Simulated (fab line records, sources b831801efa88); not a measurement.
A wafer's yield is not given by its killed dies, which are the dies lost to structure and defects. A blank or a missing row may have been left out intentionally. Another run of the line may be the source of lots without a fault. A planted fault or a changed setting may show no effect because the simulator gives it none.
One fault through the eyes of 2 desks :: flow sky130 :: numbers are kept per desk, each desk with only its own; the story behind them comes last

THE TOOL OWNER'S DESK: krf scanner-01
The tool's own readings at SKY_FIELD_ISO_EXPOSE_10 (exposes mask FOM, target cd 150 nm): means of the sampled wafers that have a number, for each lot that ran on this tool. Any lot whose mean is over 4 standard deviations away from the usual mean is out of limits and marked OUT; that distance is given in the brackets.
Columns: A = exposure dose mJ cm2 at SKY_FIELD_ISO_EXPOSE_10, usual 28.24; B = focus offset nm at SKY_FIELD_ISO_EXPOSE_10, usual 0.1 nm; C = reticle temp C at SKY_FIELD_ISO_EXPOSE_10, usual 23.00 C
lot: L852
first seen here: day 1 21:29
A: 28.42
B: 0.3
C: 23.04

lot: L853
first seen here: day 2 02:16
A: 28.42
B: -0.4
C: 22.86

lot: L856
first seen here: day 2 17:20
A: 28.41
B: -0.0
C: 22.96

lot: L857
first seen here: day 3 01:02
A: 28.43
B: 0.1
C: 23.10

lot: L858
first seen here: day 3 05:11
A: 28.43
B: -0.0
C: 22.92

lot: L861
first seen here: day 3 19:47
A: 28.42
B: 1.1
C: 23.05

lot: L873
first seen here: day 6 08:32
A: 28.42
B: 0.4
C: 22.95

lot: L875
first seen here: day 6 18:21
A: 28.38
B: -0.0
C: 22.81
This desk found nothing out of limits on any of the 8 lots.

METROLOGY DESK
Lot by lot, what the gauges showed, no matter which tool ran the lot: averages of those sampled wafers that carry a number. Any lot whose mean is over 4 standard deviations away from the usual mean is out of limits and marked OUT; that distance is given in the brackets.
Columns: A = INCOMING_BOW at SKY_FIELD_ISO_BOW_MEAS_00, usual 0 um; B = NWELL_01_OVL at SKY_NWELL_OVL_MEAS_23, usual -0.4 nm
lot: L852
first seen here: day 1 10:00
A: 6
B: -1.0

lot: L853
first seen here: day 1 15:00
A: -0
B: -0.3

lot: L856
first seen here: day 2 06:01
A: -2
B: 1.5

lot: L857
first seen here: day 2 11:01
A: 5
B: -0.4

lot: L858
first seen here: day 2 16:00
A: -1
B: -0.8

lot: L860
first seen here: day 3 02:00
A: 0
B: 1.1

lot: L861
first seen here: day 3 07:00
A: -7
B: -0.8

lot: L862
first seen here: day 3 12:00
A: -5
B: -1.8

lot: L867
first seen here: day 4 13:00
A: 2
B: -

lot: L868
first seen here: day 4 18:00
A: -5
B: -

lot: L872
first seen here: day 5 14:02
A: -1
B: -1.3

lot: L873
first seen here: day 5 19:01
A: -3
B: -1.3

lot: L874
first seen here: day 6 00:00
A: -4
B: 0.6

lot: L875
first seen here: day 6 05:01
A: -3
B: -1.7
This desk found nothing out of limits on any of the 14 lots.

BROUGHT TOGETHER
Nothing out of limits was seen by the tool owner's desk.
At the metrology desk, nothing out of limits was observed.

WHAT THE SIMULATOR HAD INSERTED
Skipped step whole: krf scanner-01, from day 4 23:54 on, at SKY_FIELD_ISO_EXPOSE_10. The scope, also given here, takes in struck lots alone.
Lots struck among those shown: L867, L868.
